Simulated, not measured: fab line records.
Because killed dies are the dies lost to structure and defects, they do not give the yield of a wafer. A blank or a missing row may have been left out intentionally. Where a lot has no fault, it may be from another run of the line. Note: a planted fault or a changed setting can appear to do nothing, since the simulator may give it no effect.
One fault through the eyes of 2 desks	flow sky130	only its own numbers are on each desk; what lay behind them is given at the end

AT THE TOOL OWNER'S DESK: rie-metal-01
The tool's own readings at SKY_METAL5_METAL_ETCH_15 (etches the open film in Cl2/BCl3, stops on SiO2, target depth 1260 nm, time 252 s): means of the sampled wafers that have a number, for each lot that ran on this tool. Marked OUT: a lot whose mean sits more than 4 standard deviations from the usual mean, which makes it out of limits; the brackets give that distance.
Columns: A = bias-w at SKY_METAL5_METAL_ETCH_15, usual 48.48 W; B = drypump-motor-current-A at SKY_METAL5_METAL_ETCH_15, usual 5.3 A; C = he-backside-leak-sccm at SKY_METAL5_METAL_ETCH_15, usual 3.28 sccm; D = oes-product-au at SKY_METAL5_METAL_ETCH_15, usual 0.893 a.u.; E = run-length-s at SKY_METAL5_METAL_ETCH_15, usual 280.4 s; F = throttle-valve-pct at SKY_METAL5_METAL_ETCH_15, usual 22.264 %
lot	first seen here	A	B	C	D	E	F
L938	day 44 02:34	48.56	4.9	3.27	0.895	280.5	22.259
L939	day 45 12:37	48.51	5.1	3.20	0.886	280.5	22.259
L940	day 45 22:08	48.46	5.1	3.22	0.897	280.3	22.267
L942	day 46 01:28	48.32	5.1	3.25	0.867 (-5.1) OUT	292.6 (+32) OUT	22.267
L943	day 46 07:31	48.46	5.1	3.21	0.869 (-4.8) OUT	292.6 (+32) OUT	22.263
L946	day 46 14:56	48.41	4.9	3.29	0.880	286.4 (+16) OUT	22.262
L959	day 49 08:11	48.35	5.1	3.19	0.895	280.3	22.262
This desk's finding: out of limits on L942, L943, L946; first on L942, day 46 01:28 (oes-product-au at SKY_METAL5_METAL_ETCH_15). In limits: L938, L939, L940, L959.

AT THE METROLOGY DESK
What the gauges read for every lot (on any tool): the sampled wafers with a number, averaged. Marked OUT: a lot whose mean sits more than 4 standard deviations from the usual mean, which makes it out of limits; the brackets give that distance.
Columns: A = PASSIVATION_CVD_02_THK at SKY_PASSIVATION_THK_MEAS_03, usual 532 nm
lot	first seen here	A
L936	day 43 13:13	531
L938	day 44 03:43	525
L939	day 45 13:47	532
L940	day 45 23:19	531
L942	day 46 02:38	537
L943	day 46 08:41	525
L946	day 46 16:05	531
L947	day 47 06:26	536
L957	day 49 04:28	530
L958	day 49 04:46	536
L959	day 49 09:19	526
This desk's verdict: no lot among the 11 shows anything out of limits.

ALL TOGETHER
The tool owner's desk could have raised an alarm at day 46 01:28, on L942, L943, L946.
The metrology desk saw nothing out of limits.
The metrology desk has L942, L943, L946 on record, within its limits.
Every lot named ran SKY_METAL5_METAL_ETCH_15 on rie-metal-01.

WHAT HAD BEEN PUT IN BY THE SIMULATOR
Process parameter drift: rie-metal-01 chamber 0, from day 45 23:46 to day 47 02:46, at SKY_METAL5_METAL_ETCH_15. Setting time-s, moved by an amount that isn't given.
Lots struck among those shown: L942, L943, L946.
How many hours passed from the start of the fault until each desk's first out-of-limits reading: the tool owner's desk, 2.
